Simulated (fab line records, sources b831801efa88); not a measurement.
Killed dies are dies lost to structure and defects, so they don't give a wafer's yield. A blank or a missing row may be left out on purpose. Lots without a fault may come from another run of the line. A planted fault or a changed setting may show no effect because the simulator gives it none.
fab line records | flow sky130
record lots=5 wafers=15 last_day=49
route steps=708 shown LOCAL_INTERCONNECT@403 CONTACT@406 METAL1@434
lots that met no fault: from a run of the same line without faults
start_h: hours from the record's first day to the start of the lot's first wafer shown | wait_h: hours since the lot's step before | " the same as in the row above | L1.1+2: a row that stands for several wafers | - no value, or no start given | * or withheld: withheld | < > ~ a bound
route shown NAME@n: a module of which the file shows steps, and the number in the route of the first | usual: mean/standard deviation of fault-free wafers | same: alike in all rows | chamber/n: place in a boat | sites: the reading at each site | _std_site: their standard deviation | _edge_site: outer sites' mean less inner sites' | radius_mm: how far each site lies from the wafer's centre | mask NAME#n: copy n | behind: the tool/chamber that last shaped the wafer | hold: why the lot was held/for how many hours/how that ended | device: the transistor (n, p or np) that didn't switch | end of line: the same wafers' tests at the end of the route | a step without rows: its recipe alone | killed: dies lost to structure and defects at the first sort, not the wafer's yield | map: a wafer's dies, x killed, . not, _ none there
set.NAME: the setting as run; set.NAME@STEP: as run at that earlier step | model.NAME: the simulator's own value behind a step, which no gauge read
lots at some steps of the route; a table a step, a row a wafer
services: from which hour (start_h, from the record's first day; less than 0 if before it) a tool's chamber was out of use, for how many hours, and why
## steps
# step SKY_LOCAL_INTERCONNECT_STRIP_16
# recipe chemistry=post_etch_residue_remover time_s=1200 temp_c=72.5
# columns lot.wafer tool chamber start_h wait_h
L082.1+3+4 wet_bench-02 0 771.91 0.1
L086.1+2+6 wet_bench-04 0 810.25 0.1
L087.3+4+6 wet_bench-02 1 812.39 0.0
L088.2+3+5 wet_bench-01 2 820.01 0.1
L092.2+4+5 wet_bench-04 0 842.89 0.1
# step SKY_LOCAL_INTERCONNECT_CLEAN_17
# recipe chemistry=IPA time_s=180 temp_c=25
# columns lot.wafer tool chamber start_h wait_h
L082.1+3+4 wet_bench-01 2 772.25 0.0
L086.1+2+6 wet_bench-02 3 810.99 0.0
L087.3+4+6 wet_bench-01 3 812.73 0.0
L088.2+3+5 wet_bench-04 1 820.35 0.0
L092.2+4+5 wet_bench-01 2 843.23 0.0
# step SKY_LOCAL_INTERCONNECT_CLEAN_18
# recipe chemistry=O3/DIW dry=n2_spin
# columns lot.wafer tool chamber start_h wait_h
L082.1+3+4 wet_bench-04 0 772.31 0.0
L086.1+2+6 wet_bench-01 1 811.05 0.0
L087.3+4+6 wet_bench-02 1 812.80 0.0
L088.2+3+5 wet_bench-02 0 820.41 0.0
L092.2+4+5 wet_bench-02 0 843.29 0.0
# step SKY_CONTACT_CVD_00
# recipe material=Si3N4 target_thk_nm=75 temp_c=400 time_s=withheld rf_w=450
# usual heater_power_w=686/89 rf_fwd_power_W=445.0/2.1
# columns lot.wafer tool chamber start_h wait_h heater_power_w rf_fwd_power_W
L082.1 pecvd-02 1 772.40 0.0 723 447.9
L082.3 " 0 " " 717 446.5
L082.4 " 2 " " 729 444.5
L086.1 pecvd-01 1 811.15 0.0 712 441.0
L086.2 " 2 " " 566 443.0
L086.6 " 1 " " 569 439.5
L087.3 pecvd-04 0 812.89 0.0 516 442.6
L087.4 " 2 " " 619 449.4
L087.6 " 0 " " 513 440.8
L088.2 pecvd-04 1 820.50 0.0 758 445.7
L088.3 " 0 " " 596 445.8
L088.5 " 1 " " 746 445.9
L092.2 pecvd-01 0 843.39 0.0 753 445.7
L092.4 " 1 " " 692 441.2
L092.5 " 0 " " 753 446.0
# step SKY_CONTACT_THK_MEAS_01
# recipe reads=Si3N4_of_CONTACT_CVD_00
# usual CONTACT_CVD_00_THK=74.8/1
# columns lot.wafer tool chamber start_h wait_h CONTACT_CVD_00_THK[nm]
L082.1 film_metro-03 - 772.43 - 73.9
L082.3 " - " " 73.5
L082.4 " - " " 75.5
L086.1 film_metro-04 - 811.20 - 74.0
L086.2 " - " " 74.7
L086.6 " - " " 75.8
L087.3 film_metro-04 - 812.94 - 73.6
L087.4 " - " " 77.4
L087.6 " - " " 74.5
L088.2 film_metro-02 - 820.54 - 74.0
L088.3 " - " " 73.3
L088.5 " - " " 76.0
L092.2 film_metro-04 - 843.44 - 73.5
L092.4 " - " " 75.1
L092.5 " - " " 74.7
# step SKY_CONTACT_HDPCVD_02
# recipe material=SiO2 target_thk_nm=565 sigma_open_frac=0.3 time_s=94.2 temp_c=600 sih4_flow_sccm=60 pressure_mtorr=6
# columns lot.wafer tool chamber start_h wait_h
L082.1+3+4 hdpcvd-01 2,0,0 772.49 0.1
L086.1+2+6 hdpcvd-02 1,0,2 811.26 0.1
L087.3+4+6 hdpcvd-01 0,1,2 812.98 0.0
L088.2+3+5 hdpcvd-02 2,1,1 820.59 0.0
L092.2+4+5 hdpcvd-02 0,2,1 843.49 0.0
# step SKY_CONTACT_THK_MEAS_03
# recipe reads=SiO2_of_CONTACT_HDPCVD_02
# usual CONTACT_HDPCVD_THK=562/5.3
# columns lot.wafer tool chamber start_h wait_h CONTACT_HDPCVD_THK[nm]
L082.1 film_metro-04 - 772.56 0.0 555
L082.3 " - " " 562
L082.4 " - " " 561
L086.1 film_metro-03 - 811.33 0.0 567
L086.2 " - " " 572
L086.6 " - " " 565
L087.3 film_metro-03 - 813.07 0.1 570
L087.4 " - " " 561
L087.6 " - " " 562
L088.2 film_metro-02 - 820.67 0.0 567
L088.3 " - " " 553
L088.5 " - " " 565
L092.2 film_metro-02 - 843.56 0.0 558
L092.4 " - " " 561
L092.5 " - " " 557
# step SKY_CONTACT_CMP_04
# recipe material=SiO2 down_force_psi=4 platen_rpm=60 pad_velocity_m_s=0.94248
# usual motor_current_A=11.7/1.1 time_to_endpoint_s=82/4.6
# columns lot.wafer tool chamber start_h wait_h motor_current_A time_to_endpoint_s
L082.4 cmp-02 3 772.62 0.0 11.1 80
L082.1 " 0 " " 13.8 75
L082.3 " 2 " " 9.4 87
L086.1 cmp-02 2 811.49 0.1 9.9 90
L086.2 " 3 " " 12.3 85
L086.6 " 1 " " 11.9 81
L087.3 cmp-02 1 813.16 0.1 12.0 83
L087.4 " 2 " " 10.2 89
L087.6 " 1 " " 12.3 79
L088.2 cmp-02 3 820.72 0.0 11.4 83
L088.3 " 2 " " 10.2 81
L088.5 " 3 " " 11.0 79
L092.2 cmp-01 2 843.66 0.1 10.8 88
L092.4 " 3 " " 10.3 81
L092.5 " 2 " " 11.3 83
# step SKY_CONTACT_BOW_MEAS_05
# recipe mode=bow
# usual CONTACT_BOW=80/6.8
# columns lot.wafer tool chamber start_h wait_h CONTACT_BOW[um]
L082.1 film_metro-02 - 772.92 0.2 83
L082.3 " - " " 86
L082.4 " - " " 66
L086.1 film_metro-04 - 811.69 0.1 80
L086.2 " - " " 85
L086.6 " - " " 77
L087.3 film_metro-02 - 813.45 0.2 80
L087.4 " - " " 76
L087.6 " - " " 75
L088.2 film_metro-02 - 821.04 0.3 71
L088.3 " - " " 73
L088.5 " - " " 66
L092.2 film_metro-03 - 843.93 0.2 73
L092.4 " - " " 78
L092.5 " - " " 71
# step SKY_CONTACT_DEHYDRATE_06
# recipe temp_c=200 time_s=60
# usual resist_line_temp_C=23.04/0.11
# columns lot.wafer tool chamber start_h wait_h resist_line_temp_C
L082.1 litho_track-04 0 785.57 12.6 23.02
L082.3 " 0 " " 23.26
L082.4 " 0 " " 22.95
L086.1 litho_track-04 0 824.57 12.9 23.00
L086.2 " 0 " " 23.01
L086.6 " 0 " " 22.96
L087.3 litho_track-02 0 825.81 12.3 23.01
L087.4 " 0 " " 23.10
L087.6 " 0 " " 23.05
L088.2 litho_track-01 0 833.86 12.8 23.05
L088.3 " 0 " " 23.12
L088.5 " 0 " " 23.12
L092.2 litho_track-04 0 856.40 12.4 23.05
L092.4 " 0 " " 23.00
L092.5 " 0 " " 23.04
# step SKY_CONTACT_HMDS_07
# recipe prime_time_s=60 prime_temp_c=120
# usual resist_line_temp_C=22.98/0.1
# columns lot.wafer tool chamber start_h wait_h resist_line_temp_C
L082.1 litho_track-04 0 785.72 0.1 23.08
L082.3 " 0 " " 22.91
L082.4 " 0 " " 23.05
L086.1 litho_track-04 0 824.72 0.1 23.13
L086.2 " 0 " " 23.06
L086.6 " 0 " " 23.01
L087.3 litho_track-02 0 825.96 0.1 22.88
L087.4 " 0 " " 22.89
L087.6 " 0 " " 22.91
L088.2 litho_track-01 0 834.01 0.1 23.08
L088.3 " 0 " " 22.95
L088.5 " 0 " " 22.81
L092.2 litho_track-04 0 856.55 0.1 22.86
L092.4 " 0 " " 23.05
L092.5 " 0 " " 23.03
# step SKY_CONTACT_COAT_08
# recipe resist=BARC temp_c=withheld time_s=withheld spin_rpm=3000 resist_thk_nm=60
# usual resist_line_temp_C=*
# columns lot.wafer tool chamber start_h wait_h resist_line_temp_C
L082.1 litho_track-04 0 785.87 0.1 *
L082.3 " 0 " " *
L082.4 " 0 " " *
L086.1 litho_track-04 0 824.87 0.1 *
L086.2 " 0 " " *
L086.6 " 0 " " *
L087.3 litho_track-02 0 826.11 0.1 *
L087.4 " 0 " " *
L087.6 " 0 " " *
L088.2 litho_track-01 0 834.16 0.1 *
L088.3 " 0 " " *
L088.5 " 0 " " *
L092.2 litho_track-04 0 856.70 0.1 *
L092.4 " 0 " " *
L092.5 " 0 " " *
# step SKY_CONTACT_COAT_09
# recipe resist=KrF-thick spin_rpm=3000 resist_thk_nm=450
# usual resist_line_temp_C=23.01/0.12
# columns lot.wafer tool chamber start_h wait_h resist_line_temp_C
L082.1 litho_track-04 0 - - 22.84
L082.3 " 0 " " 23.07
L082.4 " 0 " " 23.01
L086.1 litho_track-04 0 - - 22.91
L086.2 " 0 " " 22.89
L086.6 " 0 " " 22.93
L087.3 litho_track-02 0 - - 23.01
L087.4 " 0 " " 22.97
L087.6 " 0 " " 23.11
L088.2 litho_track-01 0 - - 23.10
L088.3 " 0 " " 23.17
L088.5 " 0 " " 23.01
L092.2 litho_track-04 0 - - 22.90
L092.4 " 0 " " 22.91
L092.5 " 0 " " 23.03
# step SKY_CONTACT_SOFTBAKE_10
# recipe temp_c=100 time_s=90 resist=KrF-thick
# usual resist_line_temp_C=22.97/0.11
# columns lot.wafer tool chamber start_h wait_h resist_line_temp_C
L082.1 litho_track-04 0 - - 23.06
L082.3 " 0 " " 22.93
L082.4 " 0 " " 22.90
L086.1 litho_track-04 0 - - 22.91
L086.2 " 0 " " 22.80
L086.6 " 0 " " 22.97
L087.3 litho_track-02 0 - - 22.92
L087.4 " 0 " " 22.86
L087.6 " 0 " " 22.95
L088.2 litho_track-01 0 - - 22.98
L088.3 " 0 " " 23.02
L088.5 " 0 " " 23.07
L092.2 litho_track-04 0 - - 22.80
L092.4 " 0 " " 23.08
L092.5 " 0 " " 22.85
# step SKY_CONTACT_EXPOSE_11
# recipe mask_id=CTM1 na=0.8 source_shape=annular sigma_inner=0.55 sigma_outer=0.85 target_cd_nm=170 dose_mj=38
# columns lot.wafer tool chamber start_h wait_h mask
L082.1+3+4 krf_scanner-01 0 - - CTM1#0
L086.1+2+6 krf_scanner-01 0 - - CTM1#0
L087.3+4+6 krf_scanner-01 0 - - CTM1#0
L088.2+3+5 krf_scanner-02 0 - - CTM1#0
L092.2+4+5 krf_scanner-02 0 - - CTM1#0
# step SKY_CONTACT_PEB_12
# recipe peb_temp_c=withheld peb_time_s=withheld resist=KrF-thick
# usual resist_line_temp_C=*
# columns lot.wafer tool chamber start_h wait_h resist_line_temp_C
L082.1 litho_track-04 0 - - *
L082.3 " 0 " " *
L082.4 " 0 " " *
L086.1 litho_track-02 0 - - *
L086.2 " 0 " " *
L086.6 " 0 " " *
L087.3 litho_track-02 0 - - *
L087.4 " 0 " " *
L087.6 " 0 " " *
L088.2 litho_track-04 0 - - *
L088.3 " 0 " " *
L088.5 " 0 " " *
L092.2 litho_track-02 0 - - *
L092.4 " 0 " " *
L092.5 " 0 " " *
# step SKY_CONTACT_DEVELOP_13
# recipe develop_time_s=60 resist=KrF-thick dev_temp_c=21
# usual resist_line_temp_C=23.01/0.095
# columns lot.wafer tool chamber start_h wait_h resist_line_temp_C
L082.1 litho_track-04 0 - - 23.13
L082.3 " 0 " " 23.12
L082.4 " 0 " " 23.23
L086.1 litho_track-02 0 - - 23.07
L086.2 " 0 " " 22.99
L086.6 " 0 " " 22.98
L087.3 litho_track-02 0 - - 22.99
L087.4 " 0 " " 23.12
L087.6 " 0 " " 22.95
L088.2 litho_track-04 0 - - 22.95
L088.3 " 0 " " 22.84
L088.5 " 0 " " 23.08
L092.2 litho_track-02 0 - - 22.95
L092.4 " 0 " " 23.01
L092.5 " 0 " " 22.97
# step SKY_CONTACT_CD_MEAS_14
# recipe target_cd_nm=170
# usual cd_nm=169.6/1.6
# columns lot.wafer tool chamber start_h wait_h cd_nm
L082.1 cd_sem-02 - 798.77 - 170.7
L082.3 " - " " 171.5
L082.4 " - " " 172.1
L086.1 cd_sem-01 - 838.51 - 169.8
L086.2 " - " " 169.1
L086.6 " - " " 166.4
L087.3 cd_sem-02 - 839.84 - 168.1
L087.4 " - " " 167.7
L087.6 " - " " 169.1
L088.2 cd_sem-01 - 848.24 - 168.3
L088.3 " - " " 169.7
L088.5 " - " " 168.0
L092.2 cd_sem-02 - 869.88 - 169.6
L092.4 " - " " 170.5
L092.5 " - " " 169.0
# step SKY_CONTACT_OVL_MEAS_15
# usual CONTACT_OVL=1/4.9
# columns lot.wafer tool chamber start_h wait_h CONTACT_OVL[nm]
L082.1 overlay-01 - 798.89 0.1 -1
L082.3 " - " " -5
L082.4 " - " " 4
L086.1 overlay-01 - 838.63 0.1 4
L086.2 " - " " -7
L086.6 " - " " -3
L087.3 overlay-01 - 839.94 0.1 8
L087.4 " - " " 1
L087.6 " - " " 4
L088.2 overlay-02 - 848.35 0.1 -1
L088.3 " - " " 5
L088.5 " - " " 1
L092.2 overlay-02 - 869.98 0.1 3
L092.4 " - " " 2
L092.5 " - " " 3
# step SKY_CONTACT_ETCH_16
# recipe chemistry=N2/H2 target=BARC ion_energy_ev=200 source_w=500 bias_w=100 pressure_mtorr=30 n2_flow_sccm=100 h2_flow_sccm=200 stop_on=SiO2 time_s=45.9 target_depth_a=600
# usual drypump_motor_current_A=5.8/0.44 oes_product_au=0.855/0.0044 rf_fwd_power_W=494.8/2 throttle_valve_pct=13.225/0.0085
# columns lot.wafer tool chamber start_h wait_h drypump_motor_current_A oes_product_au rf_fwd_power_W rf_hours_counter_h throttle_valve_pct
L082.1 rie_diel-01 2 798.93 0.0 5.6 0.853 494.8 18 13.211
L082.3 " 0 " " 6.0 0.849 499.6 4 13.223
L082.4 " 1 " " 6.6 0.849 494.6 - 13.223
L086.1 rie_diel-02 2 838.66 0.0 5.4 0.858 493.8 7 13.216
L086.2 " 0 " " 6.1 0.862 493.4 9 13.228
L086.6 " 0 " " 6.1 0.857 492.3 - 13.231
L087.3 rie_diel-03 0 839.96 0.0 5.4 0.850 493.0 7 13.210
L087.4 " 2 " " 5.7 0.852 494.8 11 13.217
L087.6 " 3 " " 4.9 0.852 495.1 - 13.222
L088.2 rie_diel-02 3 848.38 0.0 5.6 0.849 493.8 11 13.236
L088.3 " 0 " " 6.2 0.856 493.3 9 13.216
L088.5 " 3 " " 5.6 0.864 494.2 - 13.230
L092.2 rie_diel-03 0 870.01 0.0 5.4 0.859 493.1 8 13.232
L092.4 " 1 " " 6.0 0.848 494.6 - 13.223
L092.5 " 3 " " 4.9 0.856 496.4 - 13.226
# step SKY_CONTACT_ETCH_17
# recipe target=SiO2 chemistry=C4F8/O2/Ar stop_on=Si3N4 mask_material=KrF-thick source_w=1500 bias_w=1200 pressure_mtorr=40 c4f8_flow_sccm=withheld O2_flow_sccm=6 Ar_flow_sccm=300 time_s=withheld target_depth_a=3400
# usual oes_product_au=0.892/0.005 rf_fwd_power_W=1488/5.7
# columns lot.wafer tool chamber start_h wait_h oes_product_au rf_fwd_power_W
L082.1 rie_diel-01 2 798.97 0.0 0.889 1489
L082.3 " 0 " " 0.893 1499
L082.4 " 1 " " 0.892 1483
L086.1 rie_diel-02 2 838.70 0.0 0.894 1491
L086.2 " 0 " " 0.885 1482
L086.6 " 0 " " 0.886 1481
L087.3 rie_diel-03 0 840.00 0.0 0.890 1482
L087.4 " 2 " " 0.898 1492
L087.6 " 3 " " 0.883 1490
L088.2 rie_diel-02 3 848.42 0.0 0.894 1490
L088.3 " 0 " " 0.897 1481
L088.5 " 3 " " 0.890 1496
L092.2 rie_diel-03 0 870.05 0.0 0.894 1486
L092.4 " 1 " " 0.890 1479
L092.5 " 3 " " 0.893 1488
# step SKY_CONTACT_ETCH_18
# recipe target=Si3N4 chemistry=CHF3/O2 stop_on=TiN source_w=600 bias_w=200 pressure_mtorr=40 chf3_flow_sccm=50 O2_flow_sccm=5 time_s=39 target_depth_a=750
# usual chf3_flow_sccm=50.00/0.15 drypump_motor_current_A=5.8/0.43 oes_product_au=0.853/0.0081 rf_fwd_power_W=593.6/2.7 throttle_valve_pct=8.793/0.0086
# columns lot.wafer tool chamber start_h wait_h chf3_flow_sccm drypump_motor_current_A oes_product_au rf_fwd_power_W rf_hours_counter_h throttle_valve_pct
L082.1 rie_diel-01 2 - - 49.85 5.6 0.855 592.0 19 8.799
L082.3 " 0 " " 50.21 6.0 0.833 596.9 4 8.793
L082.4 " 1 " " 50.11 6.6 0.857 594.6 - 8.795
L086.1 rie_diel-02 2 - - 49.70 5.5 0.841 590.6 7 8.790
L086.2 " 0 " " 50.01 6.1 0.857 590.5 9 8.807
L086.6 " 0 " " 49.99 6.1 0.859 588.7 - 8.803
L087.3 rie_diel-03 0 - - 50.20 5.4 0.838 590.1 7 8.793
L087.4 " 2 " " 49.77 5.7 0.865 596.1 11 8.802
L087.6 " 3 " " 50.11 4.9 0.854 598.0 - 8.785
L088.2 rie_diel-02 3 - - 50.12 5.6 0.844 595.0 11 8.792
L088.3 " 0 " " 50.01 6.1 0.846 590.3 9 8.793
L088.5 " 3 " " 49.85 5.5 0.862 594.2 - 8.789
L092.2 rie_diel-03 0 - - 49.99 5.4 0.851 589.1 8 8.787
L092.4 " 1 " " 50.01 6.1 0.855 590.9 - 8.783
L092.5 " 3 " " 50.00 4.9 0.849 595.1 - 8.795
# step SKY_CONTACT_STRIP_19
# recipe chemistry=O2/N2 power_w=1400 pressure_mtorr=1500 platen_temp_c=withheld o2_flow_sccm=3000 n2_flow_sccm=300 overash_fraction=0.5
# usual drypump_motor_current_A=5.9/0.46 o2_flow_sccm=3001/10 oes_product_au=0.381/0.0046 strip_time_to_endpoint_s=3.63/0.033
# columns lot.wafer tool chamber start_h wait_h drypump_motor_current_A o2_flow_sccm oes_product_au rf_hours_counter_h strip_time_to_endpoint_s
L082.1 plasma_asher-01 0 799.06 - 5.3 2994 0.383 38 3.57
L082.3 " 1 " " 6.3 3024 0.388 - 3.63
L082.4 " 0 " " 5.3 3006 0.379 - 3.68
L086.1 plasma_asher-02 1 838.79 - 5.3 2990 0.384 69 3.64
L086.2 " 0 " " 5.8 3004 0.381 69 3.62
L086.6 " 0 " " 5.9 3010 0.365 - 3.62
L087.3 plasma_asher-03 0 840.13 - 6.5 2995 0.375 - 3.65
L087.4 " 1 " " 5.6 2987 0.386 - 3.58
L087.6 " 0 " " 6.5 2987 0.381 - 3.64
L088.2 plasma_asher-02 1 848.51 - 5.3 3011 0.375 70 3.59
L088.3 " 0 " " 5.9 2990 0.382 - 3.61
L088.5 " 1 " " 5.3 3006 0.378 - 3.60
L092.2 plasma_asher-03 1 870.14 - 5.6 2999 0.385 109 3.60
L092.4 " 1 " " 5.6 2999 0.377 - 3.65
L092.5 " 1 " " 5.6 2995 0.382 - 3.67
# step SKY_CONTACT_STRIP_20
# recipe chemistry=post_etch_residue_remover time_s=1200 temp_c=72.5
# columns lot.wafer tool chamber start_h wait_h
L082.1+3+4 wet_bench-01 3 799.16 0.1
L086.1+2+6 wet_bench-02 2 838.89 0.1
L087.3+4+6 wet_bench-01 3 840.19 0.0
L088.2+3+5 wet_bench-03 3 848.61 0.1
L092.2+4+5 wet_bench-03 2 870.24 0.1
# step SKY_CONTACT_CLEAN_21
# recipe chemistry=IPA time_s=180 temp_c=25
# columns lot.wafer tool chamber start_h wait_h
L082.1+3+4 wet_bench-01 2 799.53 0.0
L086.1+2+6 wet_bench-03 0 839.27 0.0
L087.3+4+6 wet_bench-02 1 840.53 0.0
L088.2+3+5 wet_bench-01 3 848.98 0.0
L092.2+4+5 wet_bench-01 2 870.58 0.0
# step SKY_CONTACT_CLEAN_22
# recipe chemistry=O3/DIW dry=n2_spin
# columns lot.wafer tool chamber start_h wait_h
L082.1+3+4 wet_bench-03 0 799.60 0.0
L086.1+2+6 wet_bench-01 1 839.32 0.0
L087.3+4+6 wet_bench-03 2 840.60 0.0
L088.2+3+5 wet_bench-03 3 849.04 0.0
L092.2+4+5 wet_bench-02 0 870.64 0.0
# step SKY_CONTACT_SPUTTER_23
# recipe material=TiN target_thk_nm=20 chamber_pressure_pa=5 power_w=4000 time_s=80
# usual throttle_valve_pct=30.2/0.75
# columns lot.wafer tool chamber start_h wait_h throttle_valve_pct
L082.1 pvd_sputter-04 - 799.69 0.0 29.5
L082.3 " - " " 30.7
L082.4 " - " " 29.5
L086.1 pvd_sputter-03 - 839.42 0.0 29.2
L086.2 " - " " 29.9
L086.6 " - " " 30.6
L087.3 pvd_sputter-02 - 840.69 0.0 31.3
L087.4 " - " " 31.4
L087.6 " - " " 31.1
L088.2 pvd_sputter-02 - 849.14 0.0 31.3
L088.3 " - " " 31.0
L088.5 " - " " 31.4
L092.2 pvd_sputter-03 - 870.74 0.0 29.3
L092.4 " - " " 29.4
L092.5 " - " " 30.0
# step SKY_CONTACT_CVD_24
# recipe material=W target_thk_nm=340 time_s=102.12 temp_c=400 pressure_torr=40
# usual heater_power_w=866/64
# columns lot.wafer tool chamber start_h wait_h heater_power_w
L082.1 cvd_w-02 0 799.75 0.0 784
L082.3 " 1 " " 912
L082.4 " 0 " " 771
L086.1 cvd_w-01 1 839.48 0.0 910
L086.2 " 0 " " 810
L086.6 " 0 " " 839
L087.3 cvd_w-02 0 840.79 0.1 787
L087.4 " 1 " " 935
L087.6 " 0 " " 802
L088.2 cvd_w-01 0 849.20 0.0 814
L088.3 " 1 " " 925
L088.5 " 1 " " 907
L092.2 cvd_w-01 1 870.80 0.0 932
L092.4 " 1 " " 914
L092.5 " 1 " " 922
# step SKY_CONTACT_RS_MEAS_25
# recipe thk_meas_gauge=four-point-probe reads=W_of_CONTACT_CVD_24+TiN_of_CONTACT_SPUTTER_23
# usual CONTACT_W_RS=0.336/0.0041
# columns lot.wafer tool chamber start_h wait_h CONTACT_W_RS[ohm/sq]
L082.1 film_metro-03 - 799.86 0.1 0.338
L082.3 " - " " 0.334
L082.4 " - " " 0.340
L086.1 film_metro-02 - 839.59 0.1 0.343
L086.2 " - " " 0.339
L086.6 " - " " 0.336
L087.3 film_metro-03 - 840.90 0.1 0.336
L087.4 " - " " 0.333
L087.6 " - " " 0.336
L088.2 film_metro-03 - 849.33 0.1 0.333
L088.3 " - " " 0.339
L088.5 " - " " 0.338
L092.2 film_metro-03 - 870.93 0.1 0.338
L092.4 " - " " 0.342
L092.5 " - " " 0.341
# step SKY_CONTACT_THK_MEAS_26
# recipe thk_meas_gauge=xrf reads=W_of_CONTACT_CVD_24
# usual CONTACT_W_THK=341/5.5
# columns lot.wafer tool chamber start_h wait_h CONTACT_W_THK[nm]
L082.1 film_metro-03 - 799.98 0.1 341
L082.3 " - " " 346
L082.4 " - " " 337
L086.1 film_metro-02 - 839.71 0.1 332
L086.2 " - " " 335
L086.6 " - " " 338
L087.3 film_metro-03 - 841.00 0.1 343
L087.4 " - " " 346
L087.6 " - " " 342
L088.2 film_metro-03 - 849.44 0.1 348
L088.3 " - " " 340
L088.5 " - " " 339
L092.2 film_metro-03 - 871.04 0.1 338
L092.4 " - " " 336
L092.5 " - " " 338
# step SKY_CONTACT_CMP_27
# recipe stop_on=SiO2 t_overpolish_s=15 down_force_psi=3.5 platen_rpm=60 target_thk_nm=0 pad_velocity_m_s=0.94248
# usual motor_current_A=10.7/1.1 overpolish_run_s=14.999/0.0098 time_to_endpoint_s=83/4.8
# columns lot.wafer tool chamber start_h wait_h motor_current_A overpolish_run_s time_to_endpoint_s
L082.1 cmp-01 0 800.04 0.1 12.3 15.007 93
L082.3 " 2 " " 10.1 15.001 90
L082.4 " 3 " " 9.9 14.994 80
L086.2 cmp-01 0 839.77 0.0 12.4 15.012 83
L086.1 " 3 " " 9.5 14.996 70
L086.6 " 0 " " 11.7 15.005 81
L087.3 cmp-02 3 841.14 0.1 10.7 14.988 83
L087.4 " 0 " " 11.7 14.999 84
L087.6 " 2 " " 8.9 14.987 87
L088.2 cmp-02 0 849.59 0.1 12.1 14.999 80
L088.3 " 1 " " 11.3 14.995 75
L088.5 " 3 " " 10.3 15.010 79
L092.4 cmp-01 2 871.14 0.1 10.8 15.003 80
L092.2 " 3 " " 10.0 15.006 74
L092.5 " 2 " " 10.0 15.009 81
# step SKY_METAL1_SPUTTER_00
# recipe material=Ti target_thk_nm=15 power_w=3000 time_s=10 chamber_pressure_pa=0.4
# usual throttle_valve_pct=30.0/0.83
# columns lot.wafer tool chamber start_h wait_h throttle_valve_pct
L082.1 pvd_sputter-03 - 800.34 0.2 30.6
L082.3 " - " " 29.4
L082.4 " - " " 29.5
L086.1 pvd_sputter-01 - 840.07 0.1 31.4
L086.2 " - " " 30.6
L086.6 " - " " 29.0
L087.3 pvd_sputter-03 - 841.34 0.1 29.3
L087.4 " - " " 29.3
L087.6 " - " " 29.4
L088.2 pvd_sputter-04 - 849.79 0.1 31.1
L088.3 " - " " 30.8
L088.5 " - " " 31.3
L092.2 pvd_sputter-01 - 871.39 0.1 29.4
L092.4 " - " " 30.5
L092.5 " - " " 28.7
# step SKY_METAL1_SPUTTER_01
# recipe material=TiN target_thk_nm=20 power_w=6500 time_s=16.7 chamber_pressure_pa=0.4
# usual throttle_valve_pct=29.9/0.87
# columns lot.wafer tool chamber start_h wait_h throttle_valve_pct
L082.1 pvd_sputter-03 - 800.36 0.0 30.8
L082.3 " - " " 29.4
L082.4 " - " " 29.2
L086.1 pvd_sputter-01 - 840.09 0.0 31.4
L086.2 " - " " 30.5
L086.6 " - " " 29.3
L087.3 pvd_sputter-03 - 841.36 0.0 29.5
L087.4 " - " " 29.5
L087.6 " - " " 29.6
L088.2 pvd_sputter-04 - 849.81 0.0 31.1
L088.3 " - " " 30.9
L088.5 " - " " 31.4
L092.2 pvd_sputter-01 - 871.42 0.0 29.1
L092.4 " - " " 30.7
L092.5 " - " " 28.7
# step SKY_METAL1_SPUTTER_02
# recipe material=AlCu target_thk_nm=250 power_w=10600 time_s=13.3 chamber_pressure_pa=0.4
# usual throttle_valve_pct=30.0/0.84
# columns lot.wafer tool chamber start_h wait_h throttle_valve_pct
L082.1 pvd_sputter-03 - 800.39 0.0 30.5
L082.3 " - " " 29.3
L082.4 " - " " 29.4
L086.1 pvd_sputter-01 - 840.12 0.0 31.2
L086.2 " - " " 30.8
L086.6 " - " " 29.1
L087.3 pvd_sputter-03 - 841.39 0.0 29.4
L087.4 " - " " 29.6
L087.6 " - " " 29.6
L088.2 pvd_sputter-04 - 849.84 0.0 31.4
L088.3 " - " " 30.9
L088.5 " - " " 31.2
L092.2 pvd_sputter-01 - 871.44 0.0 29.5
L092.4 " - " " 30.7
L092.5 " - " " 28.6
# step SKY_METAL1_SPUTTER_03
# recipe material=Ti target_thk_nm=5 power_w=3000 time_s=3.3 chamber_pressure_pa=0.4
# usual throttle_valve_pct=30.0/0.85
# columns lot.wafer tool chamber start_h wait_h throttle_valve_pct
L082.1 pvd_sputter-03 - 800.41 0.0 30.5
L082.3 " - " " 29.4
L082.4 " - " " 29.1
L086.1 pvd_sputter-01 - 840.14 0.0 31.6
L086.2 " - " " 30.5
L086.6 " - " " 29.4
L087.3 pvd_sputter-03 - 841.41 0.0 29.2
L087.4 " - " " 29.4
L087.6 " - " " 29.4
L088.2 pvd_sputter-04 - 849.86 0.0 31.0
L088.3 " - " " 31.1
L088.5 " - " " 31.2
L092.2 pvd_sputter-01 - 871.47 0.0 29.1
L092.4 " - " " 30.6
L092.5 " - " " 28.9
# step SKY_METAL1_SPUTTER_04
# recipe material=TiN target_thk_nm=70 power_w=6500 time_s=58.3 chamber_pressure_pa=0.4
# usual throttle_valve_pct=30.0/0.81
# columns lot.wafer tool chamber start_h wait_h throttle_valve_pct
L082.1 pvd_sputter-03 - 800.43 0.0 30.5
L082.3 " - " " 29.4
L082.4 " - " " 29.2
L086.1 pvd_sputter-01 - 840.16 0.0 31.2
L086.2 " - " " 30.4
L086.6 " - " " 29.2
L087.3 pvd_sputter-03 - 841.43 0.0 29.2
L087.4 " - " " 29.4
L087.6 " - " " 29.5
L088.2 pvd_sputter-04 - 849.88 0.0 31.0
L088.3 " - " " 30.8
L088.5 " - " " 31.0
L092.2 pvd_sputter-01 - 871.49 0.0 29.0
L092.4 " - " " 30.6
L092.5 " - " " 28.6
## services
# columns tool chamber start_h hours kind
wet_bench-04 - 751.30 1.9 pm
rie_diel-01 1 752.20 6.7 repair
cmp-02 - 753.16 0.5 repair
cmp-02 - 754.38 1.3 repair
cmp-02 - 756.85 4.5 repair
hdpcvd-02 0 764.78 23.1 repair
rie_diel-01 3 777.97 32.2 repair
wet_bench-02 - 783.03 1.1 repair
cmp-01 - 783.15 0.3 repair
wet_bench-01 - 788.89 1.7 repair
rie_diel-01 0 800.71 4.4 repair
pvd_sputter-03 - 801.14 1.0 repair
rie_diel-02 1 807.86 5.5 repair
krf_scanner-01 - 811.09 0.4 repair
pvd_sputter-03 - 819.52 11.9 repair
rie_diel-01 - 827.40 2.8 pm
pvd_sputter-04 - 835.29 12.5 repair
krf_scanner-01 - 837.71 3.6 pm
cmp-02 - 843.37 5.6 repair
rie_diel-02 2 844.96 7.2 repair
pvd_sputter-03 - 847.56 12.9 repair
rie_diel-03 - 852.50 1.5 repair
krf_scanner-01 - 858.97 1.3 pm
rie_diel-03 2 861.37 11.7 repair
## key
fault none
